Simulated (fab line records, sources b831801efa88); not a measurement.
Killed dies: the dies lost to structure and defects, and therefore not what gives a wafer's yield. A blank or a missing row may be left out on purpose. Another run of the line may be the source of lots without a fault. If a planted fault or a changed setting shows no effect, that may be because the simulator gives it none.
The tool behind it: which one? | flow gf180mcu | route of 602 steps, sampled at 1 step: 7 lots, 21 wafers

WHAT EACH GAUGE READ, for each wafer
GF_V3_CD_MEAS_14 targets a cd of 260 nm.
lot  | measured     | on        | cd-nm (nm)
L346 | day 23 10:11 | cd-sem-02 | 259.9 260.9 261.2
L348 | day 24 01:00 | cd-sem-02 | 261.6 261.3 261.3
L353 | day 26 02:49 | cd-sem-01 | 258.4 259.0 258.2
L359 | day 28 03:22 | cd-sem-02 | 259.0 259.9 258.9
L360 | day 28 13:19 | cd-sem-01 | 261.3 261.1 260.3
L363 | day 28 18:29 | cd-sem-02 | 260.6 259.4 260.5
L366 | day 29 16:41 | cd-sem-01 | 261.6 262.6 260.5

EACH LOT AND THE TOOL THAT RAN IT (in order: tool; ch and the chambers of the sampled wafers; start)
The record holds no process step before these readings.

THE ANSWER, worked out from the rows above alone
Rule: the usual values come from the lots themselves. Put in order of their means at a reading, lots are off if they are a third of the lots or fewer, leave a main group of 4 or more, and stand apart from it by a gap of 3 or more times the standard deviation of the main group's means; of several such gaps the widest counts. A main group whose means are all the same, to the digits that the tables above print for the reading, isn't used. A lot without any number at a reading at which 4 lots or more have one is off too. Where the step has rows for the other lots, those lots are counted as sound.
No lot is off on any of the readings shown, so nothing can be concluded from this.

WHAT THE SIMULATOR HAD INSERTED
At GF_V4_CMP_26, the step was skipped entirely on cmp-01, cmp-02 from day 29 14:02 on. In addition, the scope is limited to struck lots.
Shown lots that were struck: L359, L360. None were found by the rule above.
